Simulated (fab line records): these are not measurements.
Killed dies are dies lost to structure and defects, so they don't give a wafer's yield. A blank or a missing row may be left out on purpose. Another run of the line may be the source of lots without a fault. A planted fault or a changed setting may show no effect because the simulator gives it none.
A struck lot beside a sound one + flow sky130 + 43 out of 708 route steps
Sound: wafers L124.2, L124.4, L124.5. The struck wafers were L128.2, L128.5, L128.6. Last of all comes the cause.
At each step with rows: each side's tool, then ch and its chambers, then its first start. Under that, the readings that differ: sound wafers + struck wafers + difference of the means + sigmas: that difference in standard deviations of wafers without a fault.
alike: readings whose means differ by less than 2 such deviations, and words and numbers that are the same on both sides. not compared: withheld readings, readings that some wafer has no value for, bounds like >300 that may hide the same value, and numbers for which the record gives no deviation and whose values overlap.
The two part at a step that has a row with sigmas, a row that says differs or no value, or rows on one side only. Numbers that don't overlap but have no deviation are shown without sigmas and don't part them. A reading that every wafer of one side lacks parts them only if that side has two wafers or more.

first, 1 step without rows for these wafers: SKY_SONOS_TUNNEL_DEVELOP_06 (develop time 60 s).
SKY_SONOS_TUNNEL_CD_MEAS_07: the cd target is 410 nm.
  struck on cd sem-01, day 15 00:14; sound on cd sem-02, day 13 18:08
  alike: cd nm
SKY_SONOS_TUNNEL_OVL_MEAS_08:
  struck on overlay-02, day 15 00:21; sound on overlay-02, day 13 18:15
  alike: SONOS_TUNNEL_OVL
then, 3 steps without rows for these wafers: SKY_SONOS_TUNNEL_IMPLANT_09; SKY_SONOS_TUNNEL_WET_ETCH_10 (etches SiO2 in dHF, target depth 14 nm, time 280 s); SKY_SONOS_TUNNEL_STRIP_11 (strips in SPM, time 600 s).
SKY_SONOS_TUNNEL_TW_MEAS_12:
  struck on film metro-03, day 15 00:54; sound on film metro-03, day 13 18:44
  alike: SONOS_TUNNEL_TW
then, 2 steps without rows for these wafers: SKY_SONOS_TUNNEL_CLEAN_13 (cleans in dHF, time 20 s); SKY_SONOS_ONO_OXIDATION_00 (stabilise 600 s, purge 300 s, target thk 2.6 nm).
SKY_SONOS_ONO_THK_MEAS_01:
  struck on film metro-01, day 15 03:05; sound on film metro-03, day 13 21:57
  alike: SONOS_ONO_OXIDATION_THK
then, 1 step without rows for these wafers: SKY_SONOS_ONO_CVD_02 (deposits Si3N4 from DCS/NH3, target thk 10.5 nm, time 183.2 s).
SKY_SONOS_ONO_THK_MEAS_03:
  struck on film metro-03, day 15 05:13; sound on film metro-03, day 14 00:52
  alike: SONOS_ONO_CVD_02_THK
SKY_SONOS_ONO_CVD_04: deposits SiO2 from SiH4/N2O, target thk 5.7199 nm.
  sound on lpcvd-03 ch 0, day 14 00:55; struck on lpcvd-03 ch 1, day 15 05:16
| reading                                    | sound             | struck            | difference | sigmas      |
|--------------------------------------------|-------------------|-------------------|------------|-------------|
| pressure mtorr (mTorr)                     | 400.7 400.3 399.5 | 479.0 478.3 480.1 | +79.0      | +99 or more |
| zone power top pct (%)                     | 37 37 37          | 30 30 31          | -7         | -2          |
| model.SiO2_of_SONOS_ONO_CVD_04.thk nm (nm) | 5.649 5.745 5.639 | 6.12 6.137 6.229  | +0.48      |             |
  alike: spike tc lower C, susceptor temp C
SKY_SONOS_ONO_THK_MEAS_05:
  struck on film metro-03, day 15 06:45; sound on film metro-02, day 14 02:10
| reading                   | sound          | struck         | difference | sigmas |
|---------------------------|----------------|----------------|------------|--------|
| SONOS_ONO_CVD_04_THK (nm) | 5.65 5.70 5.62 | 6.13 6.18 6.22 | +0.52      | +5     |
  not compared: hold
then, 6 steps without rows for these wafers: SKY_SONOS_ONO_HMDS_07 (prime time 60 s); SKY_SONOS_ONO_COAT_08 (resist thk 1140 nm); SKY_SONOS_ONO_SOFTBAKE_09 (time 60 s); SKY_SONOS_ONO_EXPOSE_10 (exposes mask ONOM, target cd 410 nm); SKY_SONOS_ONO_PEB_11; SKY_SONOS_ONO_DEVELOP_12 (develop time 60 s).
SKY_SONOS_ONO_CD_MEAS_13: the cd target is 410 nm.
  struck on cd sem-01, day 16 09:38; sound on cd sem-01, day 15 04:07
  alike: cd nm
SKY_SONOS_ONO_OVL_MEAS_14:
  struck on overlay-01, day 16 09:45; sound on overlay-01, day 15 04:15
  alike: SONOS_ONO_OVL
SKY_SONOS_ONO_ETCH_15: etches the open film in CHF3/O2, target depth 19.52 nm, time 7.8 s.
  sound on rie diel-04 ch 0,2, day 15 04:17; struck on rie diel-03 ch 0,2,3, day 16 09:47
  alike: chamber pressure mTorr, drypump motor current A, oes product au, throttle valve pct
  not compared: rf hours counter h
then, 1 step without rows for these wafers: SKY_SONOS_ONO_WET_ETCH_16 (etches SiO2 in dHF, target depth 14 nm, time 280 s).
SKY_SONOS_ONO_STRIP_17: strips in O2/N2.
  sound on plasma asher-02 ch 0,1, day 15 04:29; struck on plasma asher-02 ch 0,1, day 16 09:53
| reading               | sound             | struck            | difference | sigmas |
|-----------------------|-------------------|-------------------|------------|--------|
| oes product au (a.u.) | 0.700 0.705 0.704 | 0.713 0.710 0.714 | +0.009     | +2     |
  alike: chamber pressure mTorr, drypump motor current A, strip time to endpoint s
  not compared: rf hours counter h
then, 3 steps without rows for these wafers: SKY_SONOS_ONO_WET_ETCH_18 (etches Si3N4 in H3PO4, target depth 15 nm, time 172 s); SKY_GATE_OXIDE_CLEAN_00 (cleans in SC1/SC2, time 150 s); SKY_GATE_OXIDE_OXIDATION_01 (stabilise 600 s, purge 300 s, target thk 10.268 nm).
SKY_GATE_OXIDE_THK_MEAS_02:
  struck on film metro-04, day 16 11:46; sound on film metro-03, day 15 06:41
  alike: GATE_OXIDE_OXIDATION_00_THK
then, 7 steps without rows for these wafers: SKY_GATE_OXIDE_DEHYDRATE_03 (time 60 s); SKY_GATE_OXIDE_HMDS_04 (prime time 60 s); SKY_GATE_OXIDE_COAT_05 (resist thk 1140 nm); SKY_GATE_OXIDE_SOFTBAKE_06 (time 60 s); SKY_GATE_OXIDE_EXPOSE_07 (exposes mask LVOM, target cd 600 nm); SKY_GATE_OXIDE_PEB_08; SKY_GATE_OXIDE_DEVELOP_09 (develop time 60 s).
SKY_GATE_OXIDE_OVL_MEAS_10:
  struck on overlay-02, day 17 16:16; sound on overlay-02, day 16 10:24
  alike: GATE_OXIDE_OVL
then, 2 steps without rows for these wafers: SKY_GATE_OXIDE_IMPLANT_11; SKY_GATE_OXIDE_WET_ETCH_12 (etches SiO2 in dHF, target depth 16.8 nm, time 336 s).
SKY_GATE_OXIDE_STRIP_13: strips in O2/N2.
  sound on plasma asher-01 ch 0,1, day 16 10:41; struck on plasma asher-02 ch 0,1, day 17 16:32
| reading                      | sound             | struck            | difference | sigmas |
|------------------------------|-------------------|-------------------|------------|--------|
| strip time to endpoint s (s) | 14.19 14.18 14.19 | 14.27 14.29 14.24 | +0.08      | +3     |
  alike: chamber pressure mTorr, drypump motor current A, oes product au
  not compared: rf hours counter h
SKY_GATE_OXIDE_TW_MEAS_14:
  struck on film metro-04, day 17 16:39; sound on film metro-02, day 16 10:47
  alike: GATE_OXIDE_TW
SKY_GATE_OXIDE_CLEAN_15: cleans in SC1/SC2, time 150 s.
  sound on wet bench-02 ch 1, day 16 10:50; struck on wet bench-03 ch 0, day 17 16:42
| reading                                    | sound            | struck            | difference | sigmas |
|--------------------------------------------|------------------|-------------------|------------|--------|
| model.SiO2_of_SONOS_ONO_CVD_04.thk nm (nm) | 4.13 4.227 4.124 | 4.619 4.633 4.719 | +0.497     |        |
  alike: bath guard temp C
-- a jump in the record: the struck wafers' starts before and after are 31 days apart (it breaks off in module GATE_OXIDE and resumes in module PAD_OPEN, where the first step shown is number 708 of the route) --
SKY_PAD_OPEN_PROBE_99:
  struck on prober-02, day 48 09:49; sound on prober-02, day 47 19:12
| reading                                 | sound                | struck               | difference | sigmas |
|-----------------------------------------|----------------------|----------------------|------------|--------|
| model.etest.sonos uncharged.r on ohm um | 799.8 804.7 800.2    | 828.4 839.2 839.5    | +34.1      |        |
| model.etest.cap ono.gate log10 a cm2    | -8.07 -8.254 -8.151  | -8.811 -8.73 -8.768  | -0.611     |        |
| model.etest.cap ono.tox acc nm (nm)     | 13.01 13.11 13.07    | 13.56 13.57 13.5     | +0.48      |        |
| model.etest.sonos programmed.vt v (V)   | 1.402 1.414 1.399    | 1.123 1.164 1.128    | -0.267     |        |
| model.etest.sonos erased.vt v (V)       | -2.235 -2.156 -2.268 | -1.935 -1.951 -1.922 | +0.284     |        |
| model.etest.sonos baked.vt v (V)        | 0.9352 0.9024 0.9168 | 0.7582 0.7223 0.7311 | -0.1809    |        |
  alike: killed_at_M0_to_M3, killed_at_M4_up, killed at contacts, killed at front end, killed at other, killed dies, killed open, killed short
  not compared: model.etest.sonos erased.drive ua um, model.etest.cap ono.gate bv v

WHERE THEY PART
First at SKY_SONOS_ONO_CVD_04; last, within this record, at SKY_GATE_OXIDE_STRIP_13. Later steps at which nothing parts them and some readings are alike: SKY_GATE_OXIDE_TW_MEAS_14, SKY_GATE_OXIDE_CLEAN_15, SKY_PAD_OPEN_PROBE_99.

WHY: what the simulator had put in
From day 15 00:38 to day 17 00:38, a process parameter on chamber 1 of lpcvd-03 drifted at SKY_SONOS_ONO_CVD_04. The setting pressure mtorr was moved by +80, starting from 400.
